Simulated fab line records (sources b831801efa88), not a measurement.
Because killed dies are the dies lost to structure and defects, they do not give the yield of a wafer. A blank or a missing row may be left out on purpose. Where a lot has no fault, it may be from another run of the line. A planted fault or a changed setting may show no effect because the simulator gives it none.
fab line records | flow sky130
record: lots: 11 | wafers: 33 | last-day: 50
route steps=708 shown METAL4@601 CAP2M@605 VIA4@652 PAD_OPEN@708
lots that met no fault: taken from a fault-free run of the same line
start-h: hours from the record's first day to the start of the lot's first wafer shown | wait-h: how many hours have passed since the lot's step before this one | " repeats the value in the row above | L1.1+2: one row covering several wafers at once | - no value, or no start was given | * or withheld: withheld | < > ~ a bound
route shown NAME@n: names a module that has steps shown in the file, with the first one's number in the route | usual: average and standard deviation across the fault-free wafers | same: alike in all rows | chamber/n: place in a boat | sites: per-site readings | _std_site: how widely they spread, as a standard deviation | _edge_site: mean of outer sites minus mean of inner sites | radius-mm: for every site, how far away it sits from the centre of the wafer | mask NAME#n: copy n | behind: the most recent tool/chamber to have shaped the wafer | hold: the reason the lot was held/the length of the hold in hours/how it ended | device: names the non-switching transistor (n, p or np) | end of line: the route-end tests of the same wafers | a step without rows: its recipe alone | killed: dies lost to structure and defects at the first sort, not the wafer's yield | map: the dies of a wafer, with x for killed, . for not killed, _ for no die there
set.NAME: the setting that was run; set.NAME@STEP: the one run at that earlier step | model.NAME: the simulator's own value behind a step, which no gauge read
steps of the route over a sample of lots; a table a step, a row a wafer
services: when a tool's chamber went out of use (start-h, in hours from the record's first day, below 0 if earlier), for how many hours, and the reason
== steps ==
step: SKY_METAL4_SPUTTER_03
recipe: material: Ti | target-thk-nm: 5 | power-w: 3000 | time-s: 3.3 | chamber-pressure-pa: 0.4
usual: throttle-valve-pct: 30.0/1
lot.wafer | tool           | chamber | start-h | wait-h | throttle-valve-pct
L369.3    | pvd-sputter-03 | -       | 935.03  | 0.0    | 29.1
L369.4    | "              | -       | "       | "      | 30.1
L369.6    | "              | -       | "       | "      | 30.4
L371.2    | pvd-sputter-03 | -       | 944.06  | 0.0    | 29.0
L371.4    | "              | -       | "       | "      | 30.2
L371.6    | "              | -       | "       | "      | 28.7
L373.1    | pvd-sputter-04 | -       | 958.01  | 0.0    | 30.6
L373.2    | "              | -       | "       | "      | 29.4
L373.3    | "              | -       | "       | "      | 29.8
L374.2    | pvd-sputter-04 | -       | 964.75  | 0.0    | 29.8
L374.3    | "              | -       | "       | "      | 30.7
L374.5    | "              | -       | "       | "      | 29.9
L381.1    | pvd-sputter-03 | -       | 1012.59 | 0.0    | 30.2
L381.3    | "              | -       | "       | "      | 30.2
L381.4    | "              | -       | "       | "      | 29.0
L382.1    | pvd-sputter-03 | -       | 1024.84 | 0.0    | 30.1
L382.2    | "              | -       | "       | "      | 30.1
L382.3    | "              | -       | "       | "      | 28.6
L383.1    | pvd-sputter-02 | -       | 1025.04 | 0.0    | 30.4
L383.4    | "              | -       | "       | "      | 31.2
L383.6    | "              | -       | "       | "      | 28.7
L388.1    | pvd-sputter-04 | -       | 1054.98 | 0.0    | 30.3
L388.2    | "              | -       | "       | "      | 30.4
L388.3    | "              | -       | "       | "      | 29.6
L389.2    | pvd-sputter-03 | -       | 1061.54 | 0.0    | 30.1
L389.3    | "              | -       | "       | "      | 28.4
L389.4    | "              | -       | "       | "      | 29.1
L391.2    | pvd-sputter-03 | -       | 1076.49 | 0.0    | 30.0
L391.3    | "              | -       | "       | "      | 30.2
L391.5    | "              | -       | "       | "      | 29.0
L392.1    | pvd-sputter-04 | -       | 1081.66 | 0.0    | 30.3
L392.5    | "              | -       | "       | "      | 30.5
L392.6    | "              | -       | "       | "      | 30.2
step: SKY_CAP2M_SPUTTER_02
recipe: material: TiN | target-thk-nm: 200 | temp-c: 300 | power-w: 6500 | time-s: 166.7 | chamber-pressure-pa: 0.4
usual: throttle-valve-pct: 29.5/0.73
lot.wafer | tool           | chamber | start-h | wait-h | throttle-valve-pct
L369.3    | pvd-sputter-01 | -       | 935.18  | 0.0    | 28.3
L369.4    | "              | -       | "       | "      | 28.9
L369.6    | "              | -       | "       | "      | 29.6
L371.2    | pvd-sputter-01 | -       | 944.21  | 0.0    | 29.8
L371.4    | "              | -       | "       | "      | 28.4
L371.6    | "              | -       | "       | "      | 29.1
L373.1    | pvd-sputter-01 | -       | 958.16  | 0.1    | 30.3
L373.2    | "              | -       | "       | "      | 30.0
L373.3    | "              | -       | "       | "      | 28.6
L374.2    | pvd-sputter-03 | -       | 964.90  | 0.0    | 28.5
L374.3    | "              | -       | "       | "      | 30.3
L374.5    | "              | -       | "       | "      | 29.2
L381.1    | pvd-sputter-04 | -       | 1012.74 | 0.1    | 30.4
L381.3    | "              | -       | "       | "      | 29.9
L381.4    | "              | -       | "       | "      | 29.2
L382.1    | pvd-sputter-01 | -       | 1024.99 | 0.1    | 28.4
L382.2    | "              | -       | "       | "      | 30.2
L382.3    | "              | -       | "       | "      | 29.1
L383.1    | pvd-sputter-04 | -       | 1025.20 | 0.1    | 30.4
L383.4    | "              | -       | "       | "      | 29.8
L383.6    | "              | -       | "       | "      | 29.9
L388.1    | pvd-sputter-01 | -       | 1055.13 | 0.1    | 28.4
L388.2    | "              | -       | "       | "      | 29.1
L388.3    | "              | -       | "       | "      | 30.4
L389.2    | pvd-sputter-01 | -       | 1061.69 | 0.0    | 30.2
L389.3    | "              | -       | "       | "      | 29.1
L389.4    | "              | -       | "       | "      | 30.1
L391.2    | pvd-sputter-04 | -       | 1076.64 | 0.0    | 30.3
L391.3    | "              | -       | "       | "      | 30.2
L391.5    | "              | -       | "       | "      | 29.3
L392.1    | pvd-sputter-03 | -       | 1081.81 | 0.1    | 28.9
L392.5    | "              | -       | "       | "      | 30.3
L392.6    | "              | -       | "       | "      | 30.0
step: SKY_METAL4_STRIP_19
recipe: chemistry: O2/N2 | power-w: 1400 | pressure-mtorr: 1500 | platen-temp-c: withheld | o2-flow-sccm: 3000 | n2-flow-sccm: 300 | overash-fraction: 0.5
usual: chamber-pressure-mTorr: 1500.1/1.4 | drypump-motor-current-A: 5.7/0.44 | oes-product-au: 0.502/0.0049 | strip-time-to-endpoint-s: 6.53/0.057
same: overash-fraction: 0.5
lot.wafer | tool            | chamber | start-h | wait-h | chamber-pressure-mTorr | drypump-motor-current-A | oes-product-au | rf-hours-counter-h | strip-time-to-endpoint-s
L369.3    | plasma-asher-02 | 0       | 984.56  | 0.1    | 1500.0                 | 5.6                     | 0.498          | -                  | 6.60
L369.4    | "               | 1       | "       | "      | 1502.0                 | 6.4                     | 0.500          | -                  | 6.62
L369.6    | "               | 0       | "       | "      | 1498.4                 | 5.6                     | 0.508          | -                  | 6.56
L371.2    | plasma-asher-03 | 0       | 992.68  | 0.1    | 1501.8                 | 5.3                     | 0.504          | 114                | 6.48
L371.4    | "               | 1       | "       | "      | 1499.0                 | 5.2                     | 0.495          | -                  | 6.44
L371.6    | "               | 0       | "       | "      | 1499.9                 | 5.3                     | 0.505          | -                  | 6.53
L373.1    | plasma-asher-03 | 0       | 1006.47 | 0.1    | 1501.6                 | 5.3                     | 0.511          | 116                | 6.52
L373.2    | "               | 1       | "       | "      | 1501.4                 | 5.2                     | 0.506          | 116                | 6.56
L373.3    | "               | 1       | "       | "      | 1500.9                 | 5.2                     | 0.501          | -                  | 6.52
L374.2    | plasma-asher-03 | 0       | 1013.28 | 0.1    | 1498.5                 | 5.3                     | 0.500          | 117                | 6.47
L374.3    | "               | 0       | "       | "      | 1501.1                 | 5.3                     | 0.501          | -                  | 6.47
L374.5    | "               | 1       | "       | "      | 1499.5                 | 5.2                     | 0.501          | -                  | 6.52
L381.1    | plasma-asher-02 | 0       | 1059.29 | 0.2    | 1500.1                 | 5.6                     | 0.496          | 33                 | 6.57
L381.3    | "               | 1       | "       | "      | 1498.6                 | 6.4                     | 0.509          | -                  | 6.48
L381.4    | "               | 0       | "       | "      | 1497.6                 | 5.7                     | 0.494          | -                  | 6.56
L382.1    | plasma-asher-01 | 1       | 1070.98 | 0.1    | 1502.4                 | 5.9                     | 0.505          | 61                 | 6.46
L382.2    | "               | 0       | "       | "      | 1499.1                 | 6.1                     | 0.493          | 61                 | 6.49
L382.3    | "               | 1       | "       | "      | 1500.2                 | 5.9                     | 0.501          | -                  | 6.42
L383.1    | plasma-asher-02 | 0       | 1071.03 | 0.1    | 1498.8                 | 5.6                     | 0.500          | 34                 | 6.54
L383.4    | "               | 0       | "       | "      | 1499.5                 | 5.7                     | 0.495          | -                  | 6.58
L383.6    | "               | 1       | "       | "      | 1503.0                 | 6.4                     | 0.499          | -                  | 6.56
L388.1    | plasma-asher-01 | 1       | 1097.28 | 0.1    | 1501.2                 | 5.9                     | 0.507          | 63                 | 6.62
L388.2    | "               | 0       | "       | "      | 1500.6                 | 6.1                     | 0.503          | 63                 | 6.54
L388.3    | "               | 0       | "       | "      | 1496.4                 | 6.1                     | 0.504          | -                  | 6.58
L389.2    | plasma-asher-02 | 0       | 1103.70 | 0.1    | 1501.0                 | 5.6                     | 0.498          | 38                 | 6.53
L389.3    | "               | 0       | "       | "      | 1500.2                 | 5.6                     | 0.498          | -                  | 6.51
L389.4    | "               | 1       | "       | "      | 1499.9                 | 6.4                     | 0.505          | -                  | 6.50
L391.2    | plasma-asher-01 | 1       | 1117.39 | 0.2    | 1498.4                 | 5.9                     | 0.499          | 65                 | 6.43
L391.3    | "               | 1       | "       | "      | 1500.8                 | 5.9                     | 0.507          | -                  | 6.46
L391.5    | "               | 0       | "       | "      | 1497.7                 | 6.1                     | 0.506          | -                  | 6.41
L392.1    | plasma-asher-03 | 0       | 1121.73 | 0.1    | 1500.7                 | 5.3                     | 0.504          | 5                  | 6.49
L392.5    | "               | 0       | "       | "      | 1500.2                 | 5.3                     | 0.505          | -                  | 6.53
L392.6    | "               | 1       | "       | "      | 1501.8                 | 5.2                     | 0.496          | -                  | 6.50
step: SKY_VIA4_STRIP_13
recipe: chemistry: O2/N2 | power-w: 1400 | pressure-mtorr: 1500 | platen-temp-c: withheld | o2-flow-sccm: 3000 | n2-flow-sccm: 300 | overash-fraction: 0.5
usual: chamber-pressure-mTorr: 1500.0/1.2 | drypump-motor-current-A: 5.91/0.22 | oes-product-au: 0.710/0.0048 | overash-fraction: 0.5/0 | strip-time-to-endpoint-s: 12.797/0.025
lot.wafer | tool            | chamber | start-h | wait-h | chamber-pressure-mTorr | drypump-motor-current-A | oes-product-au | overash-fraction | rf-hours-counter-h | strip-time-to-endpoint-s
L369.3    | plasma-asher-02 | 0       | 1008.82 | -      | 1501.3                 | 5.66                    | 0.709          | 0.5              | -                  | 12.831
L369.4    | "               | 1       | "       | "      | 1500.6                 | 6.39                    | 0.713          | 0.5              | -                  | 12.799
L369.6    | "               | 1       | "       | "      | 1500.7                 | 6.38                    | 0.709          | 0.5              | -                  | 12.789
L371.2    | plasma-asher-04 | 1       | 1016.59 | -      | 1500.0                 | 5.78                    | 0.702          | 0.5              | 88                 | 12.797
L371.4    | "               | 1       | "       | "      | 1501.1                 | 5.80                    | 0.715          | 0.5              | -                  | 12.786
L371.6    | "               | 0       | "       | "      | 1501.8                 | 5.76                    | 0.709          | 0.5              | -                  | 12.771
L373.1    | plasma-asher-04 | 1       | 1030.46 | -      | 1501.2                 | 5.69                    | 0.706          | 0.5              | 89                 | 12.815
L373.2    | "               | 0       | "       | "      | 1501.0                 | 5.75                    | 0.716          | 0.5              | 89                 | 12.788
L373.3    | "               | 1       | "       | "      | 1500.7                 | 5.74                    | 0.710          | 0.5              | -                  | 12.760
L374.2    | plasma-asher-01 | 1       | 1036.84 | -      | 1498.0                 | 5.92                    | 0.714          | 0.5              | 57                 | 12.771
L374.3    | "               | 1       | "       | "      | 1500.0                 | 5.92                    | 0.707          | 0.5              | -                  | 12.812
L374.5    | "               | 0       | "       | "      | 1500.0                 | 6.11                    | 0.709          | 0.5              | -                  | 12.820
L381.1    | plasma-asher-02 | 0       | 1081.11 | -      | -                      | -                       | -              | -                | -                  | -
L381.3    | "               | 1       | "       | "      | -                      | -                       | -              | -                | -                  | -
L381.4    | "               | 0       | "       | "      | -                      | -                       | -              | -                | -                  | -
L382.1    | plasma-asher-04 | 0       | 1091.94 | -      | -                      | -                       | -              | -                | -                  | -
L382.2    | "               | 1       | "       | "      | -                      | -                       | -              | -                | -                  | -
L382.3    | "               | 0       | "       | "      | -                      | -                       | -              | -                | -                  | -
L383.1    | plasma-asher-02 | 1       | 1092.36 | -      | -                      | -                       | -              | -                | -                  | -
L383.4    | "               | 1       | "       | "      | -                      | -                       | -              | -                | -                  | -
L383.6    | "               | 1       | "       | "      | -                      | -                       | -              | -                | -                  | -
L388.1    | plasma-asher-01 | 0       | 1118.84 | -      | 1498.8                 | 6.09                    | 0.702          | 0.5              | 65                 | 12.777
L388.2    | "               | 1       | "       | "      | 1501.4                 | 5.93                    | 0.712          | 0.5              | 65                 | 12.790
L388.3    | "               | 1       | "       | "      | 1501.7                 | 5.93                    | 0.714          | 0.5              | -                  | 12.776
L389.2    | plasma-asher-04 | 1       | 1124.76 | -      | 1497.3                 | 5.76                    | 0.710          | 0.5              | 99                 | 12.815
L389.3    | "               | 0       | "       | "      | 1498.6                 | 5.76                    | 0.714          | 0.5              | -                  | 12.787
L389.4    | "               | 1       | "       | "      | 1499.9                 | 5.77                    | 0.701          | 0.5              | -                  | 12.779
L391.2    | plasma-asher-01 | 1       | 1137.94 | -      | 1498.6                 | 5.88                    | 0.703          | 0.5              | 67                 | 12.848
L391.3    | "               | 1       | "       | "      | 1500.0                 | 5.92                    | 0.713          | 0.5              | -                  | 12.758
L391.5    | "               | 0       | "       | "      | 1499.8                 | 6.11                    | 0.712          | 0.5              | -                  | 12.775
L392.1    | plasma-asher-01 | 0       | 1142.91 | -      | 1501.1                 | 6.13                    | 0.710          | 0.5              | 68                 | 12.818
L392.5    | "               | 0       | "       | "      | 1501.5                 | 6.11                    | 0.706          | 0.5              | -                  | 12.828
L392.6    | "               | 1       | "       | "      | 1499.2                 | 5.91                    | 0.715          | 0.5              | -                  | 12.803
step: SKY_PAD_OPEN_PROBE_99
usual: defect-limited-yield: 82.2/2.1 | killed_at_M0_to_M3: 43/8 | killed_at_M4_up: 2.9/1.6 | killed-at-contacts: 26/5.2 | killed-at-front-end: 15/4.3 | killed-at-other: 0.3/0.56 | killed-dies: 87/10 | killed-on-rim: 17/3.7 | killed-open: 48/6.9 | killed-short: 40/6.5 | sort_bin_3_pad_short: 0.9/0.36 | sort_bin_5_function: 10.5/1.5 | sort_bin_6_memory: 6.4/1.3 | sort-n-pass: 405/10 | sort-yield-pct: 82.2/2.1
same: gross-dies: 492 | killed-at-back-side: 0 | sort_bin_4_leakage[%]: 0 | sort_bin_8_speed[%]: 0
lot.wafer | tool      | chamber | start-h | wait-h | defect-limited-yield[%] | killed_at_M0_to_M3 | killed_at_M4_up | killed-at-contacts | killed-at-front-end | killed-at-other | killed-dies | killed-on-rim | killed-open | killed-short | sort_bin_3_pad_short[%] | sort_bin_5_function[%] | sort_bin_6_memory[%] | sort-n-pass | sort-yield-pct[%]
L373.1    | prober-02 | -       | 1099.64 | 0.1    | 78.9                    | 62                 | 4               | 21                 | 17                  | 0               | 104         | 24            | 56          | 48           | 1.2                     | 11.8                   | 8.1                  | 388         | 78.9
L373.2    | prober-02 | -       | 1099.69 | 0.1    | 80.9                    | 43                 | 4               | 33                 | 14                  | 0               | 94          | 25            | 44          | 50           | 1.4                     | 10.6                   | 7.1                  | 398         | 80.9
L373.3    | prober-02 | -       | 1099.74 | 0.2    | 80.9                    | 40                 | 2               | 34                 | 15                  | 3               | 94          | 20            | 50          | 44           | 0.8                     | 12.4                   | 5.9                  | 398         | 80.9
L374.2    | prober-01 | -       | 1106.26 | 0.1    | 81.5                    | 41                 | 3               | 35                 | 12                  | 0               | 91          | 16            | 50          | 41           | 0.8                     | 10.2                   | 7.5                  | 401         | 81.5
L374.3    | prober-01 | -       | 1106.31 | 0.2    | 80.7                    | 50                 | 2               | 26                 | 17                  | 0               | 95          | 26            | 48          | 47           | 1.0                     | 10.4                   | 7.9                  | 397         | 80.7
L374.5    | prober-01 | -       | 1106.41 | 0.2    | 85.4                    | 34                 | 5               | 22                 | 11                  | 0               | 72          | 13            | 35          | 37           | 1.0                     | 9.6                    | 4.1                  | 420         | 85.4
L381.1    | prober-01 | -       | 1144.31 | 0.1    | 0.4                     | 8                  | 474             | 5                  | 3                   | 0               | 490         | 96            | 8           | 10           | 24.2                    | 72.0                   | 3.5                  | 2           | 0.4
L381.3    | prober-01 | -       | 1144.41 | 0.2    | 0                       | 15                 | 471             | 4                  | 1                   | 1               | 492         | 96            | 15          | 6            | 24.4                    | 73.2                   | 2.4                  | 0           | 0
L381.4    | prober-01 | -       | 1144.46 | 0.2    | 0.4                     | 12                 | 465             | 10                 | 3                   | 0               | 490         | 96            | 17          | 8            | 22.8                    | 75.0                   | 1.8                  | 2           | 0.4
L382.1    | prober-02 | -       | 1154.59 | 0.1    | 0.4                     | 6                  | 475             | 4                  | 5                   | 0               | 490         | 96            | 9           | 7            | 25.4                    | 70.7                   | 3.5                  | 2           | 0.4
L382.2    | prober-02 | -       | 1154.64 | 0.1    | 0.4                     | 15                 | 468             | 4                  | 3                   | 0               | 490         | 95            | 12          | 11           | 25.2                    | 71.7                   | 2.6                  | 2           | 0.4
L382.3    | prober-02 | -       | 1154.69 | 0.2    | 0.4                     | 5                  | 481             | 2                  | 2                   | 0               | 490         | 96            | 6           | 3            | 22.8                    | 73.4                   | 3.5                  | 2           | 0.4
L383.1    | prober-02 | -       | 1154.89 | 0.3    | 0.2                     | 11                 | 474             | 4                  | 2                   | 0               | 491         | 96            | 5           | 13           | 22.8                    | 74.2                   | 2.8                  | 1           | 0.2
L383.4    | prober-02 | -       | 1155.04 | 0.4    | 0.4                     | 10                 | 473             | 5                  | 2                   | 0               | 490         | 95            | 10          | 8            | 22.0                    | 74.2                   | 3.5                  | 2           | 0.4
L383.6    | prober-02 | -       | 1155.14 | 0.4    | 0.4                     | 8                  | 470             | 9                  | 3                   | 0               | 490         | 96            | 11          | 9            | 25.8                    | 70.1                   | 3.7                  | 2           | 0.4
L388.1    | prober-02 | -       | 1178.15 | 0.1    | 84.1                    | 31                 | 1               | 27                 | 18                  | 1               | 78          | 16            | 35          | 43           | 1.4                     | 8.5                    | 5.9                  | 414         | 84.1
L388.2    | prober-02 | -       | 1178.20 | 0.1    | 82.7                    | 33                 | 4               | 30                 | 18                  | 0               | 85          | 18            | 53          | 32           | 0.2                     | 11.6                   | 5.5                  | 407         | 82.7
L388.3    | prober-02 | -       | 1178.25 | 0.2    | 84.8                    | 28                 | 3               | 29                 | 15                  | 0               | 75          | 14            | 43          | 32           | 0.6                     | 9.3                    | 5.3                  | 417         | 84.8
L391.2    | prober-01 | -       | 1195.05 | 0.1    | 81.7                    | 40                 | 3               | 25                 | 22                  | 0               | 90          | 19            | 50          | 40           | 1.0                     | 12.0                   | 5.3                  | 402         | 81.7
L391.3    | prober-01 | -       | 1195.10 | 0.2    | 81.9                    | 51                 | 1               | 21                 | 16                  | 0               | 89          | 15            | 54          | 35           | 0.8                     | 11.2                   | 6.1                  | 403         | 81.9
L391.5    | prober-01 | -       | 1195.20 | 0.2    | 80.1                    | 42                 | 4               | 30                 | 22                  | 0               | 98          | 22            | 49          | 49           | 0.8                     | 11.2                   | 7.9                  | 394         | 80.1
killed by level:class
L373.1 VIA1:geometric-particle:open=15 CONTACT:geometric-particle:open=12 VIA1:geometric-particle:short=8 METAL2:geometric-particle:short=8 METAL1:geometric-particle:short=7 POLY_GATE:geometric-particle:open=6 VIA3:geometric-particle:open=6 VIA2:geometric-particle:short=5
L373.2 CONTACT:geometric-particle:open=10 LI_CONTACT:geometric-particle:open=8 VIA1:geometric-particle:open=8 VIA1:geometric-particle:short=8 VIA3:geometric-particle:open=8 CONTACT:geometric-particle:short=7 LOCAL_INTERCONNECT:geometric-particle:short=6 POLY_GATE:geometric-particle:short=4
L373.3 CONTACT:geometric-particle:open=10 LI_CONTACT:geometric-particle:open=7 FIELD_ISO:geometric-particle:open=6 CONTACT:geometric-particle:short=6 VIA2:geometric-particle:open=5 VIA3:geometric-particle:open=5 METAL2:geometric-particle:short=5 METAL1:geometric-particle:short=5
L374.2 CONTACT:geometric-particle:open=12 LI_CONTACT:geometric-particle:open=12 VIA1:geometric-particle:open=9 METAL2:geometric-particle:short=8 CONTACT:geometric-particle:short=6 VIA2:geometric-particle:open=5 FIELD_ISO:geometric-particle:open=4 VIA3:geometric-particle:short=4
L374.3 VIA1:geometric-particle:short=10 METAL2:geometric-particle:short=10 LI_CONTACT:geometric-particle:open=9 CONTACT:geometric-particle:open=9 VIA1:geometric-particle:open=9 FIELD_ISO:geometric-particle:open=5 POLY_GATE:geometric-particle:short=4 VIA3:geometric-particle:open=4
L374.5 LI_CONTACT:geometric-particle:open=8 CONTACT:geometric-particle:open=7 VIA1:geometric-particle:open=7 METAL3:geometric-particle:short=6 FIELD_ISO:geometric-particle:short=5 VIA2:geometric-particle:open=5 CONTACT:geometric-particle:short=4 VIA1:geometric-particle:short=4
L381.1 VIA4:plasma-strip-residue=472 CONTACT:geometric-particle:open=2 METAL1:geometric-particle:short=2 VIA1:geometric-particle:open=2 METAL2:geometric-particle:short=2 METAL4:geometric-particle:short=2 FIELD_ISO:geometric-particle:open=1 POLY_GATE:geometric-particle:short=1
L381.3 VIA4:plasma-strip-residue=471 VIA2:geometric-particle:open=5 CONTACT:geometric-particle:open=3 VIA3:geometric-particle:open=3 VIA1:geometric-particle:open=2 POLY_GATE:geometric-particle:open=1 LOCAL_INTERCONNECT:geometric-particle:short=1 METAL1:geometric-particle:open=1
L381.4 VIA4:plasma-strip-residue=465 CONTACT:geometric-particle:open=4 LI_CONTACT:geometric-particle:open=3 VIA1:geometric-particle:open=3 VIA3:geometric-particle:open=3 CONTACT:geometric-particle:short=2 FIELD_ISO:geometric-particle:short=1 POLY_GATE:geometric-particle:open=1
L382.1 VIA4:plasma-strip-residue=474 FIELD_ISO:geometric-particle:open=2 VIA2:geometric-particle:open=2 FIELD_ISO:geometric-particle:short=1 SONOS_ONO:geometric-particle:short=1 POLY_CUT:geometric-particle:short=1 LI_CONTACT:geometric-particle:open=1 LOCAL_INTERCONNECT:geometric-particle:short=1
L382.2 VIA4:plasma-strip-residue=467 METAL1:geometric-particle:short=4 VIA2:geometric-particle:open=4 CONTACT:geometric-particle:open=3 FIELD_ISO:geometric-particle:short=2 VIA1:geometric-particle:open=2 METAL3:geometric-particle:short=2 VIA3:geometric-particle:open=2
L382.3 VIA4:plasma-strip-residue=481 VIA1:geometric-particle:open=2 VIA3:geometric-particle:open=2 POLY_GATE:geometric-particle:short=1 SPACER:geometric-particle:short=1 LI_CONTACT:geometric-particle:open=1 LOCAL_INTERCONNECT:geometric-particle:short=1 METAL1:geometric-particle:open=1
L383.1 VIA4:plasma-strip-residue=473 METAL2:geometric-particle:short=4 METAL1:geometric-particle:short=3 VIA3:geometric-particle:open=2 SPACER:geometric-particle:short=1 POLY_CUT:geometric-particle:short=1 LI_CONTACT:geometric-particle:open=1 LI_CONTACT:geometric-particle:short=1
L383.4 VIA4:plasma-strip-residue=472 FIELD_ISO:geometric-particle:short=2 LI_CONTACT:geometric-particle:open=2 CONTACT:geometric-particle:open=2 METAL1:geometric-particle:short=2 METAL2:geometric-particle:short=2 VIA2:geometric-particle:open=2 LOCAL_INTERCONNECT:geometric-particle:open=1
L383.6 VIA4:plasma-strip-residue=470 CONTACT:geometric-particle:open=4 LOCAL_INTERCONNECT:geometric-particle:short=3 VIA2:geometric-particle:open=2 FIELD_ISO:geometric-particle:open=1 SONOS_ONO:geometric-particle:short=1 POLY_CUT:geometric-particle:short=1 LI_CONTACT:geometric-particle:open=1
L388.1 CONTACT:geometric-particle:open=10 FIELD_ISO:geometric-particle:short=8 LI_CONTACT:geometric-particle:open=6 CONTACT:geometric-particle:short=6 VIA1:geometric-particle:open=6 FIELD_ISO:geometric-particle:open=4 VIA1:geometric-particle:short=4 METAL2:geometric-particle:short=4
L388.2 VIA1:geometric-particle:open=11 CONTACT:geometric-particle:short=9 LI_CONTACT:geometric-particle:open=8 POLY_GATE:geometric-particle:open=7 CONTACT:geometric-particle:open=7 METAL1:geometric-particle:short=4 VIA2:geometric-particle:open=4 POLY_GATE:geometric-particle:short=3
L388.3 CONTACT:geometric-particle:open=10 POLY_GATE:geometric-particle:short=8 LI_CONTACT:geometric-particle:open=8 VIA1:geometric-particle:open=7 VIA3:geometric-particle:open=7 LI_CONTACT:geometric-particle:short=5 CONTACT:geometric-particle:short=5 VIA2:geometric-particle:open=3
L391.2 VIA1:geometric-particle:open=14 CONTACT:geometric-particle:open=10 LOCAL_INTERCONNECT:geometric-particle:short=6 METAL1:geometric-particle:short=6 VIA3:geometric-particle:open=6 FIELD_ISO:geometric-particle:short=4 FIELD_ISO:geometric-particle:open=4 POLY_GATE:geometric-particle:short=4
L391.3 CONTACT:geometric-particle:open=11 VIA3:geometric-particle:open=11 METAL2:geometric-particle:short=9 VIA1:geometric-particle:open=9 POLY_GATE:geometric-particle:open=5 FIELD_ISO:geometric-particle:short=4 LI_CONTACT:geometric-particle:open=4 CONTACT:geometric-particle:short=4
L391.5 CONTACT:geometric-particle:open=11 LI_CONTACT:geometric-particle:open=9 CONTACT:geometric-particle:short=7 VIA3:geometric-particle:open=6 METAL1:geometric-particle:short=6 VIA1:geometric-particle:short=6 METAL2:geometric-particle:short=6 POLY_GATE:geometric-particle:open=5
== services ==
tool            | chamber | start-h | hours | kind
plasma-asher-01 | -       | 911.88  | 0.8   | repair
plasma-asher-01 | -       | 914.94  | 16.5  | repair
plasma-asher-01 | -       | 917.33  | 0.3   | repair
pvd-sputter-02  | -       | 941.63  | 1.3   | repair
pvd-sputter-04  | 2       | 948.39  | -     | consumable-replace:kit
pvd-sputter-04  | 2       | 948.39  | 18.0  | scheduled-down
pvd-sputter-04  | 2       | 948.39  | 18.0  | vent-cycle
pvd-sputter-01  | -       | 967.80  | 4.0   | repair
pvd-sputter-04  | -       | 975.84  | 3.6   | repair
plasma-asher-01 | -       | 986.96  | 5.2   | repair
plasma-asher-01 | -       | 1004.01 | 12.9  | pm
plasma-asher-02 | -       | 1016.52 | 2.8   | pm
plasma-asher-01 | -       | 1024.75 | 1.3   | repair
pvd-sputter-04  | -       | 1040.38 | 2.8   | repair
pvd-sputter-02  | -       | 1052.40 | 3.6   | repair
pvd-sputter-03  | -       | 1052.95 | 0.9   | repair
plasma-asher-03 | -       | 1055.25 | 9.0   | pm
pvd-sputter-04  | -       | 1057.14 | 5.5   | repair
plasma-asher-03 | -       | 1084.83 | 1.2   | repair
pvd-sputter-03  | 2       | 1100.89 | -     | consumable-replace:kit
pvd-sputter-03  | 2       | 1100.89 | 18.0  | scheduled-down
pvd-sputter-03  | 2       | 1100.89 | 18.0  | vent-cycle
plasma-asher-03 | -       | 1101.80 | 2.1   | repair
pvd-sputter-02  | -       | 1128.05 | 3.5   | repair
== key ==
first-sign: step: SKY_VIA4_STRIP_13 | reading: tool-record | direction: missing
effect: step: SKY_PAD_OPEN_PROBE_99 | reading: killed_at_M4_up | direction: up | sigmas: 99+ | usual: 2.9 | struck: 472.3
met-at SKY_VIA4_STRIP_13
struck-lots L381,L382,L383
later-rows-left-out L381.1,L381.3,L381.4,L382.1,L382.2,L382.3,L383.1,L383.4,L383.6
not-acting-at SKY_METAL4_SPUTTER_03,SKY_CAP2M_SPUTTER_02,SKY_METAL4_STRIP_19
onset-between 1030.46 1081.11
fault: kind: skipped-step-whole | tool: plasma-asher-02,plasma-asher-04 | chamber: - | onset-h: 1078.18 | steps: SKY_VIA4_STRIP_13 | scope: struck-lots-only
later-rows-left-out: the simulator's readings of these wafers behind a module that went badly wrong aren't trusted and aren't shown, but for the sort
